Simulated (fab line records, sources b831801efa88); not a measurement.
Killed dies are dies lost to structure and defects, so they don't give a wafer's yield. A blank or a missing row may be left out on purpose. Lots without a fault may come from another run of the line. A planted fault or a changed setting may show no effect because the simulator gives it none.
One fault seen from 2 desks | flow sky130 | each desk has only its own numbers; what lay behind them comes last

THE METROLOGY DESK
What the gauges read, lot by lot, whatever tool the lot ran on: means of the sampled wafers that have a number. A lot is out of limits, marked OUT, if its mean lies more than 4 standard deviations from the usual mean; the brackets give that distance.
Columns: A = NWELL_2_TW at SKY_NWELL_TW_MEAS_26, usual 492; B = PWDE_RS at SKY_NWELL_RS_MEAS_31, usual 5280 ohm/sq; C = cd_nm at SKY_VT_ADJUST_HVTP_CD_MEAS_07, usual 379.7 nm
lot  | first seen here | A             | B    | C
L250 | day 5 23:28     | 498           | 5271 | 381.4
L251 | day 6 02:00     | 498           | 5277 | 378.5
L254 | day 6 23:09     | 497           | 5268 | 383.1
L255 | day 7 01:07     | 485           | 5276 | 378.8
L256 | day 7 06:44     | 486           | 5285 | 376.9
L257 | day 7 12:21     | 494           | 5294 | 376.3
L258 | day 7 18:31     | 491           | 5302 | 376.8
L259 | day 7 23:43     | 485           | 5281 | 381.2
L262 | day 8 18:08     | 491           | 5288 | 380.3
L264 | day 9 06:06     | 860 (+75) OUT | 5289 | 378.5
L266 | day 10 00:27    | 868 (+77) OUT | 5279 | 379.4
L270 | day 10 19:46    | 488           | 5305 | 375.8
This desk's finding: out of limits on L264, L266; first on L264, day 9 06:06 (NWELL_2_TW at SKY_NWELL_TW_MEAS_26). In limits: L250, L251, L254, L255, L256, L257, L258, L259, L262, L270.

THE TOOL OWNER'S DESK: implanter-02
The tool's own readings at SKY_NWELL_IMPLANT_24: means of the sampled wafers that have a number, for each lot that ran on this tool. A lot is out of limits, marked OUT, if its mean lies more than 4 standard deviations from the usual mean; the brackets give that distance.
Columns: A = dose_ions_cm2 at SKY_NWELL_IMPLANT_24, usual 9.2e+12; B = faraday_current_uA at SKY_NWELL_IMPLANT_24, usual 52.0
lot  | first seen here | A                         | B
L250 | day 5 23:13     | 9.2e+12                   | 52.0
L254 | day 6 22:54     | 9.2e+12                   | 53.9
L256 | day 7 06:29     | 9.2e+12                   | 52.3
L259 | day 7 23:30     | 9.2e+12                   | 51.8
L262 | day 8 17:56     | 9.2e+12                   | 51.7
L264 | day 9 05:52     | 5.6e+13 (+99 or more) OUT | 314.7 (+99 or more) OUT
L266 | day 10 00:12    | 5.6e+13 (+99 or more) OUT | 320.7 (+99 or more) OUT
This desk's finding: out of limits on L264, L266; first on L264, day 9 05:52 (dose_ions_cm2 at SKY_NWELL_IMPLANT_24). In limits: L250, L254, L256, L259, L262.

PUT TOGETHER
The tool owner's desk could have raised an alarm at day 9 05:52, on L264, L266.
The metrology desk could have raised an alarm at day 9 06:06, on L264, L266.
Of the lots named, all ran SKY_NWELL_IMPLANT_24 on implanter-02.

WHAT THE SIMULATOR HAD PUT IN
Process parameter drift: implanter-02, from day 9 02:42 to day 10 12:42, at SKY_NWELL_IMPLANT_24. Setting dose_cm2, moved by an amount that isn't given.
Lots struck among those shown: L264, L266.
Hours from the fault's start to each desk's first reading out of limits: the tool owner's desk, 3; the metrology desk, 3.
